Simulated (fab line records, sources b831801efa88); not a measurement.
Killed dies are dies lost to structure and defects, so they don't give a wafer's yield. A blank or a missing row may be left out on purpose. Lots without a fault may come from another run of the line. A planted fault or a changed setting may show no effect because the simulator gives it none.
fab line records | flow sky130
record lots=5 wafers=15 last_day=50
route steps=708 shown METAL1@443 VIA1@458
lots that met no fault: from a run of the same line without faults
start_h: hours from the record's first day to the start of the lot's first wafer shown | wait_h: hours since the lot's step before | " the same as in the row above | L1.1+2: a row that stands for several wafers | - no value, or no start given | * or withheld: withheld | < > ~ a bound
route shown NAME@n: a module of which the file shows steps, and the number in the route of the first | usual: mean/standard deviation of fault-free wafers | same: alike in all rows | chamber/n: place in a boat | sites: the reading at each site | _std_site: their standard deviation | _edge_site: outer sites' mean less inner sites' | radius_mm: how far each site lies from the wafer's centre | mask NAME#n: copy n | behind: the tool/chamber that last shaped the wafer | hold: why the lot was held/for how many hours/how that ended | device: the transistor (n, p or np) that didn't switch | end of line: the same wafers' tests at the end of the route | a step without rows: its recipe alone | killed: dies lost to structure and defects at the first sort, not the wafer's yield | map: a wafer's dies, x killed, . not, _ none there
set.NAME: the setting as run; set.NAME@STEP: as run at that earlier step | model.NAME: the simulator's own value behind a step, which no gauge read
lots at some steps of the route; a table a step, a row a wafer
services: from which hour (start_h, from the record's first day; less than 0 if before it) a tool's chamber was out of use, for how many hours, and why
## steps
# step SKY_METAL1_COAT_09
# recipe resist=BARC temp_c=withheld time_s=withheld spin_rpm=3000 resist_thk_nm=60
# columns lot.wafer tool chamber start_h wait_h
L078.1+5+6 litho_track-02 0 779.40 0.1
L083.1+2+5 litho_track-01 0 828.26 0.1
L084.2+4+6 litho_track-03 0 828.75 0.1
L091.1+2+6 litho_track-03 0 889.78 0.1
L094.1+4+6 litho_track-02 0 922.25 0.1
# step SKY_METAL1_COAT_10
# recipe resist=KrF-thick spin_rpm=3000 resist_thk_nm=450
# columns lot.wafer tool chamber start_h wait_h
L078.1+5+6 litho_track-02 0 - -
L083.1+2+5 litho_track-01 0 - -
L084.2+4+6 litho_track-03 0 - -
L091.1+2+6 litho_track-03 0 - -
L094.1+4+6 litho_track-02 0 - -
# step SKY_METAL1_SOFTBAKE_11
# recipe temp_c=100 time_s=90 resist=KrF-thick
# columns lot.wafer tool chamber start_h wait_h
L078.1+5+6 litho_track-02 0 - -
L083.1+2+5 litho_track-01 0 - -
L084.2+4+6 litho_track-03 0 - -
L091.1+2+6 litho_track-03 0 - -
L094.1+4+6 litho_track-02 0 - -
# step SKY_METAL1_EXPOSE_12
# recipe mask_id=MM1 na=0.8 source_shape=annular sigma_inner=0.55 sigma_outer=0.85 target_cd_nm=140 dose_mj=28
# columns lot.wafer tool chamber start_h wait_h mask
L078.1+5+6 krf_scanner-01 0 - - MM1#0
L083.1+2+5 krf_scanner-02 0 - - MM1#0
L084.2+4+6 krf_scanner-01 0 - - MM1#0
L091.1+2+6 krf_scanner-02 0 - - MM1#0
L094.1+4+6 krf_scanner-02 0 - - MM1#0
# step SKY_METAL1_PEB_13
# recipe peb_temp_c=withheld peb_time_s=withheld resist=KrF-thick
# columns lot.wafer tool chamber start_h wait_h
L078.1+5+6 litho_track-02 0 - -
L083.1+2+5 litho_track-01 0 - -
L084.2+4+6 litho_track-01 0 - -
L091.1+2+6 litho_track-01 0 - -
L094.1+4+6 litho_track-03 0 - -
# step SKY_METAL1_DEVELOP_14
# recipe develop_time_s=60 resist=KrF-thick dev_temp_c=21
# same develop_time_s=60
# columns lot.wafer tool chamber start_h wait_h
L078.1+5+6 litho_track-02 0 - -
L083.1+2+5 litho_track-01 0 - -
L084.2+4+6 litho_track-01 0 - -
L091.1+2+6 litho_track-01 0 - -
L094.1+4+6 litho_track-03 0 - -
# step SKY_METAL1_CD_MEAS_15
# recipe target_cd_nm=140
# usual cd_nm=140.0/1.4
# columns lot.wafer tool chamber start_h wait_h cd_nm
L078.1 cd_sem-02 - 792.50 - 140.4
L078.5 " - " " 141.0
L078.6 " - " " 141.2
L083.1 cd_sem-02 - 842.06 - 141.6
L083.2 " - " " 141.6
L083.5 " - " " 141.1
L084.2 cd_sem-01 - 842.44 - 139.4
L084.4 " - " " 139.4
L084.6 " - " " 139.2
L091.1 cd_sem-02 - 902.71 - 142.4
L091.2 " - " " 142.9
L091.6 " - " " 143.2
L094.1 cd_sem-02 - 935.33 - 139.4
L094.4 " - " " 139.1
L094.6 " - " " 140.7
# step SKY_METAL1_OVL_MEAS_16
# usual METAL1_OVL=1/6.1
# columns lot.wafer tool chamber start_h wait_h METAL1_OVL[nm]
L078.1 overlay-02 - 792.62 0.1 4
L078.5 " - " " 2
L078.6 " - " " 2
L083.1 overlay-01 - 842.18 0.1 4
L083.2 " - " " -10
L083.5 " - " " 5
L084.2 overlay-01 - 842.55 0.1 -1
L084.4 " - " " -5
L084.6 " - " " -3
L091.1 overlay-01 - 902.83 0.1 -16
L091.2 " - " " -4
L091.6 " - " " -7
L094.1 overlay-01 - 935.45 0.1 2
L094.4 " - " " 4
L094.6 " - " " 3
# step SKY_METAL1_DESCUM_17
# recipe chemistry=O2 source_power_w=150 bias_power_w=0 pressure_mtorr=10 temp_c=40 time_s=8
# usual drypump_motor_current_A=5.93/0.17 oes_product_au=1.008/0.02
# columns lot.wafer tool chamber start_h wait_h drypump_motor_current_A oes_product_au rf_hours_counter_h
L078.1 rie_metal-02 1 792.66 0.0 6.12 0.974 3
L078.5 " 1 " " 6.10 0.961 -
L078.6 " 0 " " 5.87 0.993 -
L083.1 rie_metal-03 1 842.22 0.0 6.02 1.016 5
L083.2 " 0 " " 5.81 1.029 8
L083.5 " 1 " " 6.05 1.025 -
L084.2 rie_metal-02 0 842.58 0.0 5.89 0.988 7
L084.4 " 1 " " 6.07 0.973 -
L084.6 " 0 " " 5.88 1.002 -
L091.1 rie_metal-02 0 902.86 0.0 5.88 1.015 10
L091.2 " 1 " " 6.15 0.984 8
L091.6 " 0 " " 5.90 1.012 -
L094.1 rie_metal-02 1 935.49 0.0 6.10 0.967 10
L094.4 " 1 " " 6.08 0.965 -
L094.6 " 1 " " 6.10 0.981 -
# step SKY_METAL1_ETCH_18
# recipe chemistry=N2/H2 target=BARC ion_energy_ev=200 bias_w=100 pressure_mtorr=30 n2_flow_sccm=100 h2_flow_sccm=200 icp_w=500 stop_on=SiO2 time_s=45.9 target_depth_a=600
# usual drypump_motor_current_A=5.94/0.18 oes_product_au=0.855/0.0049 throttle_valve_pct=13.225/0.0085
# columns lot.wafer tool chamber start_h wait_h drypump_motor_current_A oes_product_au rf_hours_counter_h throttle_valve_pct
L078.1 rie_metal-02 1 792.70 0.0 6.10 0.850 3 13.238
L078.5 " 1 " " 6.10 0.853 - 13.219
L078.6 " 0 " " 5.88 0.859 - 13.230
L083.1 rie_metal-03 1 842.25 0.0 6.00 0.854 5 13.249
L083.2 " 0 " " 5.84 0.855 8 13.233
L083.5 " 1 " " 6.02 0.862 - 13.243
L084.2 rie_metal-02 0 842.61 0.0 5.86 0.853 7 13.230
L084.4 " 1 " " 6.12 0.850 - 13.237
L084.6 " 0 " " 5.89 0.851 - 13.235
L091.1 rie_metal-02 0 902.89 0.0 5.91 0.848 10 13.216
L091.2 " 1 " " 6.14 0.857 8 13.222
L091.6 " 0 " " 5.90 0.849 - 13.224
L094.1 rie_metal-02 1 935.52 0.0 6.12 0.850 10 13.229
L094.4 " 1 " " 6.16 0.863 - 13.215
L094.6 " 1 " " 6.13 0.855 - 13.225
# step SKY_METAL1_METAL_ETCH_19
# recipe target_depth_a=3600 stop_on=SiO2 over_etch_frac=0.3 time_s=78 chemistry=Cl2/BCl3 resist_sidewall_deg=88 pressure_mtorr=10 icp_w=900 bias_w=48.5 Cl2_flow_sccm=60 bcl3_flow_sccm=30
# usual drypump_motor_current_A=5.92/0.18 oes_product_au=0.855/0.0064 throttle_valve_pct=22.263/0.0099
# columns lot.wafer tool chamber start_h wait_h drypump_motor_current_A oes_product_au rf_hours_counter_h throttle_valve_pct
L078.1 rie_metal-02 1 792.78 0.1 6.06 0.845 3 22.258
L078.5 " 1 " " 6.12 0.858 - 22.264
L078.6 " 0 " " 5.90 0.844 - 22.266
L083.1 rie_metal-03 1 842.31 0.0 5.98 0.869 5 22.275
L083.2 " 0 " " 5.78 0.854 8 22.257
L083.5 " 1 " " 6.00 0.843 - 22.266
L084.2 rie_metal-02 0 842.68 0.0 5.91 0.858 7 22.267
L084.4 " 1 " " 6.11 0.849 - 22.256
L084.6 " 0 " " 5.93 0.855 - 22.252
L091.1 rie_metal-02 0 902.96 0.0 5.88 0.855 10 22.262
L091.2 " 1 " " 6.10 0.867 8 22.272
L091.6 " 0 " " 5.84 0.853 - 22.266
L094.1 rie_metal-02 1 935.58 0.0 6.13 0.852 10 22.276
L094.4 " 1 " " 6.10 0.856 - 22.253
L094.6 " 1 " " 6.12 0.850 - 22.252
# step SKY_METAL1_STRIP_20
# recipe chemistry=O2/N2 power_w=1400 pressure_mtorr=1500 platen_temp_c=withheld o2_flow_sccm=3000 n2_flow_sccm=300 overash_fraction=0.5
# usual drypump_motor_current_A=5.71/0.26 o2_flow_sccm=3000/9.2 oes_product_au=0.342/0.0062 strip_time_to_endpoint_s=2.66/0.099
# columns lot.wafer tool chamber start_h wait_h drypump_motor_current_A o2_flow_sccm oes_product_au rf_hours_counter_h strip_time_to_endpoint_s
L078.1 plasma_asher-03 1 792.90 0.1 5.70 2997 0.350 38 2.86
L078.5 " 0 " " 6.07 2997 0.359 - 2.88
L078.6 " 1 " " 5.70 2997 0.336 - 2.73
L083.1 plasma_asher-01 0 842.40 0.1 5.76 3012 0.332 73 2.54
L083.2 " 1 " " 5.29 3006 0.333 73 2.51
L083.5 " 0 " " 5.76 3019 0.334 - 2.53
L084.2 plasma_asher-03 0 842.77 0.1 6.06 2997 0.341 43 2.72
L084.4 " 1 " " 5.70 3003 0.346 - 2.85
L084.6 " 1 " " 5.71 3000 0.341 - 2.71
L091.1 plasma_asher-04 1 903.05 0.1 5.95 3008 0.342 17 2.70
L091.2 " 0 " " 5.56 3005 0.350 17 2.77
L091.6 " 0 " " 5.56 3002 0.343 - 2.67
L094.1 plasma_asher-03 0 935.67 0.1 6.07 3015 0.349 50 2.78
L094.4 " 0 " " 6.05 3014 0.345 - 2.80
L094.6 " 1 " " 5.71 3004 0.339 - 2.82
# step SKY_METAL1_STRIP_21
# recipe chemistry=post_etch_residue_remover time_s=1200 temp_c=72.5
# usual bath_heat_duty_pct=15.1/2.2
# columns lot.wafer tool chamber start_h wait_h bath_heat_duty_pct
L078.1 wet_bench-02 3 793.00 0.1 16.3
L078.5 " 3 " " 17.0
L078.6 " 3 " " 16.5
L083.1 wet_bench-03 0 842.50 0.1 17.4
L083.2 " 0 " " 16.0
L083.5 " 0 " " 19.5
L084.2 wet_bench-03 0 842.87 0.1 18.6
L084.4 " 0 " " 17.8
L084.6 " 0 " " 17.3
L091.1 wet_bench-03 0 903.15 0.1 17.7
L091.2 " 0 " " 18.1
L091.6 " 0 " " 18.7
L094.1 wet_bench-02 0 935.77 0.1 16.2
L094.4 " 0 " " 15.7
L094.6 " 0 " " 16.3
# step SKY_METAL1_CLEAN_22
# recipe chemistry=IPA time_s=180 temp_c=25
# usual bath_heat_duty_pct=6.4/0.79
# columns lot.wafer tool chamber start_h wait_h bath_heat_duty_pct
L078.1 wet_bench-02 2 793.75 0.0 6.5
L078.5 " 2 " " 7.0
L078.6 " 2 " " 7.4
L083.1 wet_bench-04 2 842.84 0.0 7.1
L083.2 " 2 " " 6.7
L083.5 " 2 " " 7.0
L084.2 wet_bench-04 1 843.21 0.0 6.4
L084.4 " 1 " " 6.6
L084.6 " 1 " " 7.5
L091.1 wet_bench-02 2 903.52 0.0 7.3
L091.2 " 2 " " 7.8
L091.6 " 2 " " 7.7
L094.1 wet_bench-03 1 936.14 0.0 5.8
L094.4 " 1 " " 6.3
L094.6 " 1 " " 5.3
# step SKY_METAL1_CLEAN_23
# recipe chemistry=O3/DIW dry=n2_spin
# columns lot.wafer tool chamber start_h wait_h
L078.1+5+6 wet_bench-02 0 793.81 0.0
L083.1+2+5 wet_bench-04 0 842.93 0.0
L084.2+4+6 wet_bench-02 3 843.27 0.0
L091.1+2+6 wet_bench-03 2 903.58 0.0
L094.1+4+6 wet_bench-04 2 936.20 0.0
# step SKY_VIA1_HDPCVD_00
# recipe material=SiO2 target_thk_nm=1030 sigma_open_frac=0.3 time_s=171.7 temp_c=400 sih4_flow_sccm=60 pressure_mtorr=6
# usual pressure_mtorr=6.001/0.013
# columns lot.wafer tool chamber start_h wait_h pressure_mtorr
L078.1 hdpcvd-01 1 793.91 0.0 5.998
L078.5 " 2 " " 6.029
L078.6 " 1 " " 6.007
L083.1 hdpcvd-01 0 843.03 0.0 6.000
L083.2 " 2 " " 6.009
L083.5 " 0 " " 5.999
L084.2 hdpcvd-02 0 843.37 0.0 6.012
L084.4 " 2 " " 6.014
L084.6 " 0 " " 6.010
L091.1 hdpcvd-02 2 903.68 0.0 6.004
L091.2 " 1 " " 6.009
L091.6 " 1 " " 6.017
L094.1 hdpcvd-02 2 936.29 0.0 6.011
L094.4 " 2 " " 6.002
L094.6 " 0 " " 5.993
# step SKY_VIA1_THK_MEAS_01
# recipe reads=SiO2_of_VIA1_HDPCVD_00
# usual VIA1_HDPCVD_THK=1030/19
# columns lot.wafer tool chamber start_h wait_h VIA1_HDPCVD_THK[nm]
L078.1 film_metro-01 - 794.03 0.1 1012
L078.5 " - " " 1016
L078.6 " - " " 1016
L083.1 film_metro-02 - 843.14 0.1 1034
L083.2 " - " " 1010
L083.5 " - " " 1033
L084.2 film_metro-04 - 843.49 0.1 1028
L084.4 " - " " 1042
L084.6 " - " " 1035
L091.1 film_metro-04 - 903.79 0.1 1036
L091.2 " - " " 1060
L091.6 " - " " 1059
L094.1 film_metro-02 - 936.40 0.1 1056
L094.4 " - " " 1048
L094.6 " - " " 1018
# step SKY_VIA1_CMP_02
# recipe material=SiO2 down_force_psi=4 platen_rpm=60 pad_velocity_m_s=0.94248
# usual head_pressure_psi=4.001/0.009 motor_current_A=12.0/1.6
# columns lot.wafer tool chamber start_h wait_h head_pressure_psi motor_current_A
L078.1 cmp-01 1 794.24 0.2 3.993 12.7
L078.6 " 2 " " 3.995 10.9
L078.5 " 3 " " 3.984 10.0
L083.1 cmp-01 3 843.20 0.1 4.000 9.8
L083.2 " 1 " " 3.998 13.4
L083.5 " 0 " " 3.997 14.4
L084.2 cmp-01 1 843.59 0.1 4.001 12.5
L084.4 " 3 " " 4.007 10.2
L084.6 " 0 " " 4.017 15.4
L091.2 cmp-02 0 903.85 0.0 4.014 12.7
L091.1 " 2 " " 3.999 13.7
L091.6 " 0 " " 4.011 12.1
L094.4 cmp-02 3 936.46 0.0 3.998 9.9
L094.1 " 2 " " 4.014 13.3
L094.6 " 3 " " 3.995 10.1
# step SKY_VIA1_BOW_MEAS_03
# recipe mode=bow
# usual VIA1_BOW=81/7.5
# columns lot.wafer tool chamber start_h wait_h VIA1_BOW[um]
L078.1 film_metro-01 - 794.46 0.2 93
L078.5 " - " " 79
L078.6 " - " " 83
L083.1 film_metro-02 - 843.51 0.3 70
L083.2 " - " " 65
L083.5 " - " " 74
L084.2 film_metro-02 - 843.86 0.2 90
L084.4 " - " " 96
L084.6 " - " " 75
L091.1 film_metro-04 - 904.15 0.1 71
L091.2 " - " " 84
L091.6 " - " " 85
L094.1 film_metro-04 - 936.76 0.1 77
L094.4 " - " " 91
L094.6 " - " " 99
# step SKY_VIA1_DEHYDRATE_04
# recipe temp_c=200 time_s=60
# columns lot.wafer tool chamber start_h wait_h
L078.1+5+6 litho_track-01 0 806.66 12.2
L083.1+2+5 litho_track-04 0 855.31 11.8
L084.2+4+6 litho_track-01 0 855.93 12.0
L091.1+2+6 litho_track-01 0 916.21 12.0
L094.1+4+6 litho_track-04 0 948.31 11.5
# step SKY_VIA1_HMDS_05
# recipe prime_time_s=60 prime_temp_c=120
# columns lot.wafer tool chamber start_h wait_h
L078.1+5+6 litho_track-01 0 806.81 0.1
L083.1+2+5 litho_track-04 0 855.46 0.1
L084.2+4+6 litho_track-01 0 856.08 0.1
L091.1+2+6 litho_track-01 0 916.36 0.1
L094.1+4+6 litho_track-04 0 948.46 0.1
# step SKY_VIA1_COAT_06
# recipe resist=BARC temp_c=withheld time_s=withheld spin_rpm=3000 resist_thk_nm=60
# columns lot.wafer tool chamber start_h wait_h
L078.1+5+6 litho_track-01 0 806.96 0.1
L083.1+2+5 litho_track-04 0 855.61 0.1
L084.2+4+6 litho_track-01 0 856.23 0.1
L091.1+2+6 litho_track-01 0 916.51 0.1
L094.1+4+6 litho_track-04 0 948.61 0.1
# step SKY_VIA1_COAT_07
# recipe resist=KrF-thick spin_rpm=3000 resist_thk_nm=450
# columns lot.wafer tool chamber start_h wait_h
L078.1+5+6 litho_track-01 0 - -
L083.1+2+5 litho_track-04 0 - -
L084.2+4+6 litho_track-01 0 - -
L091.1+2+6 litho_track-01 0 - -
L094.1+4+6 litho_track-04 0 - -
# step SKY_VIA1_SOFTBAKE_08
# recipe temp_c=100 time_s=90 resist=KrF-thick
# columns lot.wafer tool chamber start_h wait_h
L078.1+5+6 litho_track-01 0 - -
L083.1+2+5 litho_track-04 0 - -
L084.2+4+6 litho_track-01 0 - -
L091.1+2+6 litho_track-01 0 - -
L094.1+4+6 litho_track-04 0 - -
# step SKY_VIA1_EXPOSE_09
# recipe mask_id=VIM na=0.8 source_shape=annular sigma_inner=0.55 sigma_outer=0.85 target_cd_nm=150 dose_mj=38
# columns lot.wafer tool chamber start_h wait_h mask
L078.1+5+6 krf_scanner-02 0 - - VIM#0
L083.1+2+5 krf_scanner-02 0 - - VIM#0
L084.2+4+6 krf_scanner-01 0 - - VIM#0
L091.1+2+6 krf_scanner-01 0 - - VIM#0
L094.1+4+6 krf_scanner-02 0 - - VIM#0
# step SKY_VIA1_PEB_10
# recipe peb_temp_c=withheld peb_time_s=withheld resist=KrF-thick
# columns lot.wafer tool chamber start_h wait_h
L078.1+5+6 litho_track-03 0 - -
L083.1+2+5 litho_track-04 0 - -
L084.2+4+6 litho_track-03 0 - -
L091.1+2+6 litho_track-04 0 - -
L094.1+4+6 litho_track-04 0 - -
# step SKY_VIA1_DEVELOP_11
# recipe develop_time_s=60 resist=KrF-thick dev_temp_c=21
# same develop_time_s=60
# columns lot.wafer tool chamber start_h wait_h
L078.1+5+6 litho_track-03 0 - -
L083.1+2+5 litho_track-04 0 - -
L084.2+4+6 litho_track-03 0 - -
L091.1+2+6 litho_track-04 0 - -
L094.1+4+6 litho_track-04 0 - -
# step SKY_VIA1_CD_MEAS_12
# recipe target_cd_nm=150
# usual cd_nm=149.4/1.6
# columns lot.wafer tool chamber start_h wait_h cd_nm
L078.1 cd_sem-02 - 820.53 - 150.6
L078.5 " - " " 148.9
L078.6 " - " " 150.9
L083.1 cd_sem-02 - 869.01 - 151.9
L083.2 " - " " 151.5
L083.5 " - " " 153.7
L084.2 cd_sem-01 - 870.05 - 150.0
L084.4 " - " " 148.3
L084.6 " - " " 149.4
L091.1 cd_sem-02 - 929.41 - 150.0
L091.2 " - " " 151.5
L091.6 " - " " 151.6
L094.1 cd_sem-01 - 960.76 - 149.7
L094.4 " - " " 148.9
L094.6 " - " " 151.0
# step SKY_VIA1_OVL_MEAS_13
# usual VIA1_OVL=0/5.2
# columns lot.wafer tool chamber start_h wait_h VIA1_OVL[nm]
L078.1 overlay-02 - 820.65 0.1 -7
L078.5 " - " " -3
L078.6 " - " " 0
L083.1 overlay-01 - 869.13 0.1 0
L083.2 " - " " 7
L083.5 " - " " 3
L084.2 overlay-01 - 870.15 0.1 -1
L084.4 " - " " -3
L084.6 " - " " -4
L091.1 overlay-02 - 929.53 0.1 11
L091.2 " - " " 11
L091.6 " - " " 12
L094.1 overlay-02 - 960.88 0.1 -5
L094.4 " - " " -10
L094.6 " - " " -7
# step SKY_VIA1_ETCH_14
# recipe chemistry=N2/H2 target=BARC ion_energy_ev=200 source_w=500 bias_w=100 pressure_mtorr=30 n2_flow_sccm=100 h2_flow_sccm=200 stop_on=SiO2 time_s=45.9 target_depth_a=600
# usual drypump_motor_current_A=6.0/0.32 oes_product_au=0.855/0.0044 throttle_valve_pct=13.225/0.0094
# columns lot.wafer tool chamber start_h wait_h drypump_motor_current_A oes_product_au rf_hours_counter_h throttle_valve_pct
L078.1 rie_diel-02 3 820.68 0.0 6.0 0.859 5 13.241
L078.5 " 2 " " 5.6 0.859 - 13.234
L078.6 " 3 " " 6.1 0.859 - 13.229
L083.1 rie_diel-03 2 869.17 0.0 5.9 0.847 0 13.199
L083.2 " 3 " " 5.4 0.856 19 13.218
L083.5 " 2 " " 5.9 0.858 - 13.229
L084.2 rie_diel-04 0 870.18 0.0 6.5 0.856 9 13.229
L084.4 " 1 " " 5.9 0.850 10 13.229
L084.6 " 0 " " 6.6 0.861 - 13.233
L091.1 rie_diel-02 3 929.57 0.0 6.0 0.857 8 13.238
L091.2 " 1 " " 5.7 0.854 21 13.236
L091.6 " 3 " " 6.0 0.852 - 13.225
L094.1 rie_diel-04 0 960.92 0.0 6.5 0.852 11 13.226
L094.4 " 3 " " 6.3 0.858 7 13.215
L094.6 " 0 " " 6.6 0.850 - 13.232
# step SKY_VIA1_ETCH_15
# recipe target=SiO2 chemistry=C4F8/O2/Ar target_depth_nm=351 stop_on=TiN mask_material=KrF-thick source_w=1500 bias_w=1200 pressure_mtorr=40 c4f8_flow_sccm=withheld O2_flow_sccm=6 Ar_flow_sccm=300 time_s=54
# usual oes_product_au=0.979/0.0078
# columns lot.wafer tool chamber start_h wait_h oes_product_au rf_hours_counter_h
L078.1 rie_diel-02 3 820.73 0.0 0.989 5
L078.5 " 2 " " 0.960 -
L078.6 " 3 " " 0.977 -
L083.1 rie_diel-03 2 869.21 0.0 0.979 0
L083.2 " 3 " " 0.979 19
L083.5 " 2 " " 0.973 -
L084.2 rie_diel-04 0 870.23 0.0 0.982 9
L084.4 " 1 " " 0.980 10
L084.6 " 0 " " 0.989 -
L091.1 rie_diel-02 3 929.61 0.0 0.975 8
L091.2 " 1 " " 0.981 21
L091.6 " 3 " " 0.974 -
L094.1 rie_diel-04 0 960.96 0.0 0.978 11
L094.4 " 3 " " 0.973 7
L094.6 " 0 " " 0.983 -
# step SKY_VIA1_STRIP_16
# recipe chemistry=O2/N2 power_w=1400 pressure_mtorr=1500 platen_temp_c=withheld o2_flow_sccm=3000 n2_flow_sccm=300 overash_fraction=0.5
# usual drypump_motor_current_A=5.80/0.25 o2_flow_sccm=2999/9 oes_product_au=0.416/0.0043 strip_time_to_endpoint_s=4.468/0.029
# columns lot.wafer tool chamber start_h wait_h drypump_motor_current_A o2_flow_sccm oes_product_au rf_hours_counter_h strip_time_to_endpoint_s
L078.1 plasma_asher-02 0 820.77 0.0 6.14 3011 0.414 96 4.476
L078.5 " 1 " " 5.47 3013 0.415 - 4.552
L078.6 " 0 " " 6.12 3010 0.406 - 4.494
L083.1 plasma_asher-02 0 869.26 0.0 6.11 3004 0.413 100 4.502
L083.2 " 1 " " 5.49 2983 0.422 100 4.467
L083.5 " 1 " " 5.48 3000 0.416 - 4.507
L084.2 plasma_asher-03 1 870.27 0.0 5.73 2996 0.419 46 4.458
L084.4 " 1 " " 5.72 3002 0.414 - 4.479
L084.6 " 1 " " 5.71 3007 0.408 - 4.444
L091.1 plasma_asher-04 1 929.66 0.0 5.94 2997 0.419 19 4.461
L091.2 " 0 " " 5.49 3007 0.425 19 4.453
L091.6 " 1 " " 5.94 3001 0.420 - 4.470
L094.1 plasma_asher-03 1 961.01 0.0 5.70 3002 0.413 53 4.464
L094.4 " 1 " " 5.71 3002 0.417 - 4.524
L094.6 " 1 " " 5.71 3009 0.415 - 4.464
# step SKY_VIA1_STRIP_17
# recipe chemistry=post_etch_residue_remover time_s=1200 temp_c=72.5
# usual bath_heat_duty_pct=15.1/1.9
# columns lot.wafer tool chamber start_h wait_h bath_heat_duty_pct
L078.1 wet_bench-01 2 820.87 0.1 17.0
L078.5 " 2 " " 17.2
L078.6 " 2 " " 15.9
L083.1 wet_bench-03 2 869.36 0.1 17.1
L083.2 " 2 " " 16.1
L083.5 " 2 " " 17.0
L084.2 wet_bench-03 0 870.37 0.1 18.3
L084.4 " 0 " " 17.3
L084.6 " 0 " " 17.7
L091.1 wet_bench-04 1 929.76 0.1 16.5
L091.2 " 1 " " 16.3
L091.6 " 1 " " 15.9
L094.1 wet_bench-04 0 961.11 0.1 13.0
L094.4 " 0 " " 12.2
L094.6 " 0 " " 13.5
# step SKY_VIA1_CLEAN_18
# recipe chemistry=IPA time_s=180 temp_c=25
# usual bath_heat_duty_pct=6.7/1.1
# columns lot.wafer tool chamber start_h wait_h bath_heat_duty_pct
L078.1 wet_bench-03 1 821.21 0.0 4.9
L078.5 " 1 " " 4.9
L078.6 " 1 " " 5.2
L083.1 wet_bench-01 1 869.70 0.0 6.8
L083.2 " 1 " " 6.1
L083.5 " 1 " " 6.5
L084.2 wet_bench-04 3 870.72 0.0 4.7
L084.4 " 3 " " 4.7
L084.6 " 3 " " 5.6
L091.1 wet_bench-03 1 930.10 0.0 5.8
L091.2 " 1 " " 5.4
L091.6 " 1 " " 5.1
L094.1 wet_bench-01 3 961.48 0.0 7.4
L094.4 " 3 " " 7.2
L094.6 " 3 " " 7.5
# step SKY_VIA1_CLEAN_19
# recipe chemistry=O3/DIW dry=n2_spin
# columns lot.wafer tool chamber start_h wait_h
L078.1+5+6 wet_bench-04 3 821.27 0.0
L083.1+2+5 wet_bench-04 1 869.76 0.0
L084.2+4+6 wet_bench-03 3 870.77 0.0
L091.1+2+6 wet_bench-04 1 930.16 0.0
L094.1+4+6 wet_bench-03 1 961.55 0.0
# step SKY_VIA1_SPUTTER_20
# recipe material=TiN target_thk_nm=20 chamber_pressure_pa=5 power_w=4000 time_s=80
# usual throttle_valve_pct=29.6/0.85
# columns lot.wafer tool chamber start_h wait_h throttle_valve_pct
L078.1 pvd_sputter-03 - 821.36 0.0 29.1
L078.5 " - " " 28.9
L078.6 " - " " 29.3
L083.1 pvd_sputter-01 - 869.85 0.0 29.7
L083.2 " - " " 30.2
L083.5 " - " " 29.6
L084.2 pvd_sputter-01 - 870.87 0.0 27.7
L084.4 " - " " 29.6
L084.6 " - " " 27.5
L091.1 pvd_sputter-02 - 930.25 0.0 28.9
L091.2 " - " " 29.3
L091.6 " - " " 29.0
L094.1 pvd_sputter-03 - 961.64 0.0 28.9
L094.4 " - " " 29.3
L094.6 " - " " 29.5
# step SKY_VIA1_CVD_21
# recipe material=W target_thk_nm=270 time_s=80.902 temp_c=400 pressure_torr=40
# usual heater_power_w=869/77
# columns lot.wafer tool chamber start_h wait_h heater_power_w
L078.1 cvd_w-01 0 821.43 0.0 814
L078.5 " 0 " " 821
L078.6 " 1 " " 920
L083.1 cvd_w-02 1 869.91 0.0 762
L083.2 " 0 " " 933
L083.5 " 0 " " 950
L084.2 cvd_w-02 1 870.93 0.0 756
L084.4 " 0 " " 940
L084.6 " 0 " " 939
L091.1 cvd_w-01 1 930.31 0.0 907
L091.2 " 1 " " 882
L091.6 " 1 " " 886
L094.1 cvd_w-02 1 961.70 0.0 768
L094.4 " 0 " " 937
L094.6 " 0 " " 930
# step SKY_VIA1_RS_MEAS_22
# recipe thk_meas_gauge=four-point-probe reads=W_of_VIA1_CVD_21+TiN_of_VIA1_SPUTTER_20
# usual VIA1_W_RS=0.427/0.0044
# columns lot.wafer tool chamber start_h wait_h VIA1_W_RS[ohm/sq]
L078.1 film_metro-02 - 821.52 0.1 0.426
L078.5 " - " " 0.427
L078.6 " - " " 0.423
L083.1 film_metro-02 - 870.00 0.1 0.427
L083.2 " - " " 0.425
L083.5 " - " " 0.422
L084.2 film_metro-01 - 871.04 0.1 0.434
L084.4 " - " " 0.430
L084.6 " - " " 0.425
L091.1 film_metro-02 - 930.50 0.2 0.428
L091.2 " - " " 0.429
L091.6 " - " " 0.432
L094.1 film_metro-04 - 961.79 0.1 0.436
L094.4 " - " " 0.430
L094.6 " - " " 0.429
# step SKY_VIA1_THK_MEAS_23
# recipe thk_meas_gauge=xrf reads=W_of_VIA1_CVD_21
# usual VIA1_W_THK=276/3.6
# columns lot.wafer tool chamber start_h wait_h VIA1_W_THK[nm]
L078.1 film_metro-02 - 821.64 0.1 277
L078.5 " - " " 277
L078.6 " - " " 278
L083.1 film_metro-02 - 870.12 0.1 275
L083.2 " - " " 276
L083.5 " - " " 278
L084.2 film_metro-01 - 871.15 0.1 273
L084.4 " - " " 275
L084.6 " - " " 278
L091.1 film_metro-02 - 930.62 0.1 275
L091.2 " - " " 274
L091.6 " - " " 272
L094.1 film_metro-04 - 961.91 0.1 273
L094.4 " - " " 277
L094.6 " - " " 278
## services
# columns tool chamber start_h hours kind
rie_metal-02 1 759.12 2.1 repair
hdpcvd-02 - 762.93 1.4 repair
krf_scanner-01 - 766.40 1.0 pm
cmp-01 - 768.81 4.5 pm
krf_scanner-02 - 782.54 1.3 pm
krf_scanner-02 - 788.27 0.7 repair
rie_diel-04 1 789.15 12.3 repair
cmp-01 - 792.47 1.1 repair
wet_bench-04 - 793.30 1.9 pm
krf_scanner-02 - 806.11 1.0 pm
krf_scanner-01 - 816.13 1.3 pm
cmp-01 - 820.59 1.5 repair
krf_scanner-02 - 821.87 0.8 pm
krf_scanner-02 - 835.52 0.5 repair
wet_bench-04 - 837.16 4.9 repair
krf_scanner-01 - 837.67 0.8 pm
krf_scanner-01 - 876.23 1.8 repair
plasma_asher-03 - 878.80 18.6 repair
rie_diel-04 - 879.72 1.5 repair
wet_bench-02 - 893.57 1.9 pm
wet_bench-04 - 902.81 7.5 repair
krf_scanner-01 - 935.40 1.0 pm
krf_scanner-01 - 937.20 4.0 pm
krf_scanner-02 - 958.44 1.3 pm
## key
fault none
